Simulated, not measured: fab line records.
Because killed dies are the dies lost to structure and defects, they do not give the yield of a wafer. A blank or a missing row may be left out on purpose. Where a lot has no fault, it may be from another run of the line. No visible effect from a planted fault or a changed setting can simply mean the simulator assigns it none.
A lot that was struck, set against a sound lot + flow sky130 + 43 out of 708 route steps
Sound: wafers L637.2, L637.3, L637.5. Struck: wafer L645.3 (L645.4, L645.6, from the same lot, were not struck and are left out); the cause is given at the end.
Each step with rows lists, per side, the tool, then ch with its chambers, then its first start. Under that, the readings that differ: sound wafers + struck wafers + difference of the means + sigmas: that difference in standard deviations of wafers without a fault.
alike: readings whose means differ by less than 2 such deviations, and words and numbers that are the same on both sides. not compared: withheld readings, readings that some wafer has no value for, bounds like >300 that may hide the same value, and numbers for which the record gives no deviation and whose values overlap.
The two part at a step that has a row with sigmas, a row that says differs or no value, or rows on one side only. Numbers that have no deviation but don't overlap get no sigmas and don't part them. A reading missing from all wafers of one side parts the sides only when that side holds two or more wafers.

first, 8 steps without rows for these wafers: SKY_VIA2_DEHYDRATE_04 (time 60 s); SKY_VIA2_HMDS_05 (prime time 60 s); SKY_VIA2_COAT_06 (resist thk 60 nm); SKY_VIA2_COAT_07 (resist thk 450 nm); SKY_VIA2_SOFTBAKE_08 (time 90 s); SKY_VIA2_EXPOSE_09 (exposes mask VIM2, target cd 200 nm); SKY_VIA2_PEB_10; SKY_VIA2_DEVELOP_11 (develop time 60 s).
SKY_VIA2_CD_MEAS_12: the cd target is 200 nm.
  sound on cd_sem-02 at day 37 17:33; struck on cd_sem-01 at day 40 00:43
| reading    | sound             | struck | difference | sigmas |
|------------|-------------------|--------|------------|--------|
| cd_nm (nm) | 200.6 202.0 201.2 | 198.6  | -2.7       | -2     |
SKY_VIA2_OVL_MEAS_13:
  sound on overlay-01 at day 37 17:40; struck on overlay-01 at day 40 00:49
  alike: VIA2_OVL
then, 2 steps without rows for these wafers: SKY_VIA2_ETCH_14 (etches BARC in N2/H2, stops on SiO2, time 45.9 s, target depth 60 nm); SKY_VIA2_ETCH_15 (etches SiO2 in C4F8/O2/Ar, stops on TiN, target depth 546 nm, time 84 s).
SKY_VIA2_STRIP_16: strips in O2/N2.
  sound on plasma_asher-01 ch 0, day 37 17:47; struck on plasma_asher-01 ch 1, day 40 00:59
  alike: drypump_motor_current_A, oes_product_au, strip_time_to_endpoint_s
  not compared: rf_hours_counter_h
then, 4 steps without rows for these wafers: SKY_VIA2_STRIP_17 (strips in post etch residue remover, time 1200 s); SKY_VIA2_CLEAN_18 (cleans in IPA, time 180 s); SKY_VIA2_CLEAN_19 (cleans in O3/DIW); SKY_VIA2_SPUTTER_20 (material TiN, target thk 20 nm, time 80 s).
SKY_VIA2_CVD_21: deposits W, target thk 420 nm, time 126.4 s.
  sound on cvd_w-02 ch 0, day 37 18:50; struck on cvd_w-02 ch 0, day 40 01:39
  alike: heater_power_w, susceptor_temp_C
SKY_VIA2_RS_MEAS_22: a four-point-probe measurement.
  sound on film_metro-04 at day 37 19:04; struck on film_metro-04 at day 40 01:47
  alike: VIA2_W_RS
SKY_VIA2_THK_MEAS_23: measures by xrf.
  sound on film_metro-04 at day 37 19:11; struck on film_metro-04 at day 40 01:53
  alike: VIA2_W_THK
SKY_VIA2_CMP_24: polishes, stops on SiO2, t overpolish 20 s, target thk 0 nm.
  sound on cmp-02 ch 2,3, day 37 19:14; struck on cmp-01 ch 3, day 40 02:01
| reading             | sound          | struck | difference | sigmas |
|---------------------|----------------|--------|------------|--------|
| motor_current_A (A) | 13.0 11.9 12.5 | 9.8    | -2.7       | -2     |
  alike: overpolish_run_s, time_to_endpoint_s
then, 1 step without rows for these wafers: SKY_METAL3_SPUTTER_00 (material Ti, target thk 15 nm, time 10 s).
SKY_METAL3_SPUTTER_01: material TiN, target thk 20 nm, time 16.7 s.
  sound on pvd_sputter-04 at day 37 19:33; struck on pvd_sputter-01 at day 40 02:14
  alike: throttle_valve_pct
then, 1 step without rows for these wafers: SKY_METAL3_SPUTTER_02 (material AlCu, target thk 735 nm, time 39.1 s).
SKY_METAL3_SPUTTER_03: material Ti, target thk 5 nm, time 3.3 s.
  sound on pvd_sputter-04 at day 37 19:37; struck on pvd_sputter-01 at day 40 02:19
  alike: throttle_valve_pct
then, 2 steps without rows for these wafers: SKY_METAL3_SPUTTER_04 (material TiN, target thk 70 nm, time 58.3 s); SKY_CAPM_CVD_00 (deposits SiO2, target thk 15.5 nm).
SKY_CAPM_THK_MEAS_01:
  sound on film_metro-02 at day 37 19:43; struck on film_metro-01 at day 40 02:25
  alike: CAPM_CVD_00_THK
then, 1 step without rows for these wafers: SKY_CAPM_SPUTTER_02 (material TiN, target thk 200 nm, time 166.7 s).
SKY_CAPM_RS_MEAS_03: a four-point-probe measurement.
  sound on film_metro-03 at day 37 19:54; struck on film_metro-03 at day 40 02:37
  alike: CAPM_TIN_RS
SKY_CAPM_THK_MEAS_04: measures by xrf.
  sound on film_metro-03 at day 37 20:01; struck on film_metro-03 at day 40 02:43
  alike: CAPM_TIN_THK
then, 7 steps without rows for these wafers: SKY_CAPM_DEHYDRATE_05 (time 60 s); SKY_CAPM_HMDS_06 (prime time 60 s); SKY_CAPM_COAT_07 (resist thk 1140 nm); SKY_CAPM_SOFTBAKE_08 (time 60 s); SKY_CAPM_EXPOSE_09 (exposes mask CAPM, target cd 1000 nm); SKY_CAPM_PEB_10; SKY_CAPM_DEVELOP_11 (develop time 60 s).
SKY_CAPM_OVL_MEAS_12:
  sound on overlay-01 at day 38 20:58; struck on overlay-01 at day 41 02:30
| reading       | sound       | struck | difference | sigmas |
|---------------|-------------|--------|------------|--------|
| CAPM_OVL (nm) | 3.2 2.3 1.8 | -0.1   | -2.5       | -2     |
then, 1 step without rows for these wafers: SKY_CAPM_METAL_ETCH_13 (etches TiN in Cl2/BCl3, stops on SiO2, target depth 220 nm, time 62.9 s).
SKY_CAPM_STRIP_14: strips in O2/N2.
  sound on plasma_asher-02 ch 0, day 38 21:05; struck on plasma_asher-04 ch 0, day 41 02:43
| reading                     | sound             | struck | difference | sigmas |
|-----------------------------|-------------------|--------|------------|--------|
| drypump_motor_current_A (A) | 6.4 6.4 6.4       | 5.4    | -1.0       | -3     |
| oes_product_au (a.u.)       | 0.716 0.716 0.711 | 0.703  | -0.011     | -2     |
  alike: strip_time_to_endpoint_s
  not compared: rf_hours_counter_h
then, 1 step without rows for these wafers: SKY_CAPM_STRIP_15 (strips in post etch residue remover, time 1200 s).
-- the record jumps here: 8 days lie between the struck wafers' starts before and after (it left off in module CAPM and takes up again in module PAD_OPEN, whose first step shown is number 708 of the route) --
SKY_PAD_OPEN_PROBE_99:
  sound on prober-01 at day 46 21:25; struck on prober-02 at day 48 17:04
| reading                               | sound             | struck | difference | sigmas |
|---------------------------------------|-------------------|--------|------------|--------|
| killed_at_other                       | 0 0 1             | 2      | +2         | +3     |
| sort_bin_3_pad_short (%)              | 1.2 1.0 0.8       | 2.8    | +1.8       | +4     |
| model.etest.tester.sort_n_pass        | 407 409 405       | 403    | -4         |        |
| model.etest.tester.sort_yield_pct (%) | 82.72 83.13 82.32 | 81.91  | -0.81      |        |
| model.etest.tester.sort_bin_3_pct (%) | 1.22 1.016 0.813  | 2.846  | +1.830     |        |
  alike: defect_limited_yield, killed_at_M0_to_M3, killed_at_M4_up, killed_at_contacts, killed_at_front_end, killed_dies, killed_on_rim, killed_open, killed_short, sort_bin_5_function, sort_bin_6_memory, sort_n_pass, sort_yield_pct
  not compared: model.etest.tester.sort_bin_5_pct

## WHERE THEY PART
First at SKY_VIA2_CD_MEAS_12; last, within this record, at SKY_PAD_OPEN_PROBE_99.

WHY: what had been put in by the simulator
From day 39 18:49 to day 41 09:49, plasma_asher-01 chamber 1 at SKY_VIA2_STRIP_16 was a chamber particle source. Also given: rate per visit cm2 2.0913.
